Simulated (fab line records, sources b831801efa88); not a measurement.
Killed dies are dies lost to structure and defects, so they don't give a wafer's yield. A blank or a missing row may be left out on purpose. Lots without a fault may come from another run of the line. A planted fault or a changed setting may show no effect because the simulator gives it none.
One fault seen from 2 desks | flow sky130 | each desk has only its own numbers; what lay behind them comes last

THE METROLOGY DESK
What the gauges read, lot by lot, whatever tool the lot ran on: means of the sampled wafers that have a number. A lot is out of limits, marked OUT, if its mean lies more than 4 standard deviations from the usual mean; the brackets give that distance.
Columns: A = RES_XHIGH_TW at SKY_RES_XHIGH_TW_MEAS_09, usual 1639; B = METAL1_ALCU_RS at SKY_METAL1_RS_MEAS_05, usual 0.1269 ohm/sq; C = VIA1_HDPCVD_THK at SKY_VIA1_THK_MEAS_01, usual 1035 nm
lot  | first seen here | A    | B      | C
L755 | day 26 22:57    | 1640 | 0.1278 | 1029
L757 | day 27 19:06    | 1629 | 0.1247 | 1044
L759 | day 28 07:19    | 1622 | 0.1284 | 1023
L761 | day 29 07:05    | 1626 | 0.1265 | 1033
L762 | day 29 14:38    | 1650 | 0.1258 | 1036
L767 | day 30 22:58    | 1634 | 0.1260 | 1033
L770 | day 31 20:38    | 1648 | 0.1284 | 1050
L772 | day 32 12:00    | 1622 | 0.1267 | 1042
L773 | day 32 20:59    | 1620 | 0.1255 | 1048
L775 | day 33 05:54    | 1659 | 0.1254 | 1032
L776 | day 33 15:13    | 1657 | 0.1273 | 1039
L777 | day 33 18:26    | 1628 | 0.1268 | 1023
This desk's finding: nothing out of limits on any of the 12 lots.

THE TOOL OWNER'S DESK: rie_diel-04
The tool's own readings at SKY_CONTACT_ETCH_18 (etches Si3N4 in CHF3/O2, stops on TiN, time 39 s, target depth 75 nm): means of the sampled wafers that have a number, for each lot that ran on this tool. A lot is out of limits, marked OUT, if its mean lies more than 4 standard deviations from the usual mean; the brackets give that distance.
Columns: A = O2_flow_sccm at SKY_CONTACT_ETCH_18, usual 5.000 sccm; B = bias_w at SKY_CONTACT_ETCH_18, usual 200.1 W; C = drypump_motor_current_A at SKY_CONTACT_ETCH_18, usual 5.7 A; D = oes_product_au at SKY_CONTACT_ETCH_18, usual 0.854 a.u.; E = throttle_valve_pct at SKY_CONTACT_ETCH_18, usual 8.792 %
lot  | first seen here | A     | B                       | C   | D     | E
L755 | day 31 19:00    | 5.001 | 200.0                   | 5.6 | 0.853 | 8.797
L757 | day 32 16:00    | 5.014 | 200.4                   | 5.6 | 0.857 | 8.799
L759 | day 33 01:00    | 5.007 | 200.2                   | 5.6 | 0.847 | 8.788
L762 | day 34 08:00    | 5.012 | 200.2                   | 5.6 | 0.854 | 8.796
L767 | day 35 14:00    | 5.013 | 357.5 (+99 or more) OUT | 5.6 | 0.865 | 8.800
L770 | day 36 11:00    | 5.013 | 357.1 (+99 or more) OUT | 5.6 | 0.857 | 8.792
This desk's finding: out of limits on L767, L770; first on L767, day 35 14:00 (bias_w at SKY_CONTACT_ETCH_18). In limits: L755, L757, L759, L762.

PUT TOGETHER
The tool owner's desk could have raised an alarm at day 35 14:00, on L767, L770.
The metrology desk saw nothing out of limits.
The metrology desk has L767, L770 on record, within its limits.
Of the lots named, all ran SKY_CONTACT_ETCH_18 on rie_diel-04.

WHAT THE SIMULATOR HAD PUT IN
Process parameter drift: rie_diel-04, from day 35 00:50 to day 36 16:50, at SKY_CONTACT_ETCH_18. Setting bias_w, moved by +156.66, from 200. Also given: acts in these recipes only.
Lots struck among those shown: L767, L770.
Hours from the fault's start to each desk's first reading out of limits: the tool owner's desk, 13.
